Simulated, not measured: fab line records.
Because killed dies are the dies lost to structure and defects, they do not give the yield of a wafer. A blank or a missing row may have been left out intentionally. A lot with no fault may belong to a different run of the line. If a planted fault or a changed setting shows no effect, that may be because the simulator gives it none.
Struck lot and sound lot, side by side | flow gf180mcu | 14 out of 602 route steps
Sound: wafers L647.1, L647.3, L647.4. Wafers L641.2, L641.4, L641.6 were the ones struck. Last of all comes the cause.
For every step that has rows: the tool of each side, followed by ch and its chambers, followed by its first start. Under that, the readings that differ: sound wafers | struck wafers | difference of the means | sigmas: that difference in standard deviations of wafers without a fault.
alike: a reading whose means differ by less than 2 such deviations, as well as words and numbers matching on both sides. not compared: withheld readings; readings where some wafer has no value; bounds like >300 that might hide an equal value; numbers whose values overlap and for which the record gives no deviation.
The two part at a step that has a row with sigmas, a row that says differs or no value, or rows on one side only. Numbers that have no deviation but don't overlap get no sigmas and don't part them. A reading that every wafer of one side lacks parts them only if that side has two wafers or more.

first, 4 steps without rows for these wafers: GF_HV_LDD_IMPLANT_33; GF_HV_LDD_IMPLANT_34; GF_HV_LDD_IMPLANT_35; GF_HV_LDD_IMPLANT_36.
GF_HV_LDD_STRIP_37: strips in O2/N2.
  sound on plasmaAsher-03 ch 0,1, day 17 13:53; struck on plasmaAsher-03 ch 0,1, day 15 13:29
  alike: drypumpMotorCurrentA, heaterPowerW, oesProductAu, stripTimeToEndpointS
  not compared: rfHoursCounterH
GF_HV_LDD_TW_MEAS_38:
  sound on filmMetro-04 at day 17 13:59; struck on filmMetro-02 at day 15 13:38
  alike: HV_LDD_3_TW
then, 6 steps without rows for these wafers: GF_HV_LDD_DEHYDRATE_39 (time 60 s); GF_HV_LDD_HMDS_40 (prime time 60 s); GF_HV_LDD_COAT_41 (resist thk 1000 nm); GF_HV_LDD_SOFTBAKE_42 (time 60 s); GF_HV_LDD_EXPOSE_43 (exposes mask Pplus HV AREA, target cd 400 nm); GF_HV_LDD_PEB_44.
GF_HV_LDD_DEVELOP_45: develop time 60 s.
  sound on lithoTrack-04 ch 0, day 18 13:34; struck on lithoTrack-04, day 16 11:17
  no value came back on the struck wafers for chillPlateTempC (C), developTimeS (s); on the sound wafers chillPlateTempC (C) reads 23.21 23.20 23.10
GF_HV_LDD_CD_MEAS_46 targets a cd of 400 nm.
  sound on cdSem-01 at day 18 13:43; struck on cdSem-02 at day 16 11:26
reading   | sound             | struck | difference                    | sigmas
cdNm (nm) | 394.0 396.5 395.5 | - - -  | no value on the struck wafers | 

## WHERE THEY PART
Earliest at GF_HV_LDD_DEVELOP_45; latest, in this record, at GF_HV_LDD_CD_MEAS_46.

WHY: what the simulator had put in
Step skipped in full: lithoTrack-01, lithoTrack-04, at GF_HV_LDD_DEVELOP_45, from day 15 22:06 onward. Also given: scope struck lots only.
